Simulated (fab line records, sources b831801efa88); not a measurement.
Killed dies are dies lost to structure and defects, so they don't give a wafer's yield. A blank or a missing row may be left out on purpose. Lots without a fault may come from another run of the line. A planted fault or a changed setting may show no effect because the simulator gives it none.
Chamber matching | flow gf180mcu | GF_V2_CMP_04 on cmp-02: 4 sister chambers
The step polishes SiO2. 14 wafers are shown with their chamber, then 7 later ones without.

WAFERS WITH THEIR CHAMBER
wafer  | chamber | motor_current_A (A) | time_to_endpoint_s (s) | head_pressure_psi (psi)
L632.3 | 0       | 12.2                | 87                     | 3.998
L632.5 | 3       | 10.5                | 75                     | 3.995
L632.6 | 0       | 12.5                | 84                     | 3.997
L634.1 | 1       | 10.7                | 78                     | 4.005
L634.2 | 0       | 12.9                | 86                     | 3.995
L634.5 | 3       | 10.4                | 74                     | 4.021
L636.1 | 1       | 10.8                | 79                     | 4.000
L636.2 | 0       | 12.7                | 86                     | 3.994
L636.3 | 2       | 10.8                | 93                     | 4.008
L646.1 | 0       | 13.2                | 86                     | 4.006
L646.2 | 3       | 9.9                 | 73                     | 4.018
L646.6 | 0       | 11.8                | 94                     | 4.000
L650.2 | 3       | 10.2                | 79                     | 4.005
L650.4 | 2       | 11.0                | 89                     | 3.996

SIGNATURES (means of the wafers above)
reading            | chamber 0 | chamber 1 | chamber 2 | chamber 3 | scatter within a chamber
motor_current_A    | 12.550    | 10.750    | 10.900    | 10.250    | 0.386
time_to_endpoint_s | 87.17     | 78.50     | 91.00     | 75.25     | 3
head_pressure_psi  | 3.99833   | 4.00250   | 4.00200   | 4.00975   | 0.00783
Rule: a wafer's distance from a chamber is the root of the sum, over the readings, of the square of ((its reading less the chamber's mean) divided by the reading's scatter). The wafer belongs to the nearest chamber; if the next one is less than 2 further off, it can't be placed. The scatter: the root of (the sum of the squares of (reading less its chamber's mean) over the shown wafers, divided by (wafers less chambers)).

WAFERS WITHOUT THEIR CHAMBER
wafer  | motor_current_A (A) | time_to_endpoint_s (s) | head_pressure_psi (psi)
L650.5 | 10.3                | 86                     | 4.008
L651.2 | 11.3                | 84                     | 4.015
L651.5 | 11.0                | 91                     | 4.003
L651.6 | 10.3                | 82                     | 4.004
L652.1 | 10.0                | 78                     | 4.004
L652.3 | 11.9                | 84                     | 3.997
L652.4 | 10.9                | 88                     | 4.008

WHICH CHAMBER EACH WENT THROUGH
wafer  | from the rows above               | in truth
L650.5 | can't be placed: 2 or 1 or 3      | 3
L651.2 | can't be placed: 1 or 2 or 0 or 3 | 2
L651.5 | 2                                 | 2
L651.6 | can't be placed: 1 or 3 or 2      | 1
L652.1 | can't be placed: 3 or 1           | 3
L652.3 | can't be placed: 0 or 2 or 1      | 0
L652.4 | 2                                 | 2
Placed correctly: 2 of 7. Can't be placed from these rows: 5 (the true chamber is among the candidates in 5). Placed wrongly: 0.
